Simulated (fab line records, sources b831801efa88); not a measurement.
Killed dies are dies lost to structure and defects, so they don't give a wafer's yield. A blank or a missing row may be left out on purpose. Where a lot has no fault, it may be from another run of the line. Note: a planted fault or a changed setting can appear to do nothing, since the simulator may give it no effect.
Code-filled problem report in 8D (eight disciplines) form    flow sfq_line    the parts of the form that need people (team, actions taken, sign-off) are left out

1. WHAT WENT WRONG
At SFQ_TRILAYER_M0_LITHO_COAT_021, spin_speed_rpm averages 2930.6 rpm over 6 wafers from 2 lots, while fault-free wafers read 2999.8 rpm, standard deviation 2.1. Measured from the usual mean, that is -33 standard deviations.
The step: resist thk 600 nm.
The first sign was on wafer L863.1 at day 7 09:49, on litho_track-03. The record holds 42 wafers of 14 lots with a number at this step. Rule for "out", or "out of limits": more than 4 standard deviations from the usual mean. The other wafers with a number count as sound.

2. WHAT IT IS AND WHAT IT IS NOT
question                     is                      is not
which readings at this step  spin_speed_rpm          -
which lots                   L863, L865              L851, L853, L855, L856, L857, L859, L860, L870, L871, L872, L873, L874
which wafers of those lots   all that have a number  -
read on which tools          litho_track-03          litho_track-02
when                         from day 7 09:49        up to then (21 sound wafers); but 15 sound wafers of L870, L871, L872, L873, L874 came after

3. SUSPECTS, AND WHAT RULES EACH OUT
Counting: a tool stays on the suspect list if, at a process step up to the reading, it processed all lots that are out and no sound lot following the first of them.
- litho_track-03 at SFQ_TRILAYER_M0_LITHO_COAT_021 (resist thk 600 nm): ruled out as a lasting fault. After its first lot that is out, L863 (day 7 09:49), sound lots L872, L873 ran on it.
Left after counting: nothing in the record.

4. THE CAUSE (what the simulator had put in)
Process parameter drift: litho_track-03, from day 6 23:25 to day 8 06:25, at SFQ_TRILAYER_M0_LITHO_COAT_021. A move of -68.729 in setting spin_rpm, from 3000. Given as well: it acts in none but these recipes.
Counting ruled it out, wrongly.

5. THE EFFECT CHAIN, in route order
Each row: a reading whose mean over the struck wafers that have a number lies more than 3 standard deviations from the usual. Scope: only readings with a usual standard deviation given in the record; hours: median across lots of the time from each lot's start at the first step in this table that gives one to its start at this step; sigmas: change in usual standard deviations.
hours  step                            reading         usual       on struck wafers  change  sigmas
0      SFQ_TRILAYER_M0_LITHO_COAT_021  spin_speed_rpm  2999.8 rpm  2930.6            -69.2   -33
The process steps in it:
- SFQ_TRILAYER_M0_LITHO_COAT_021: resist thk 600 nm.
Later measuring or inspecting steps at which every struck wafer that the step has a row for has a number for every such reading, and none has moved that far: SFQ_I1_OVL_MEAS_913.

6. WHAT WOULD HAVE CAUGHT IT SOONER
In this record the first reading out of limits was taken at day 7 09:49, 10 hours after the fault began at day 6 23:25.
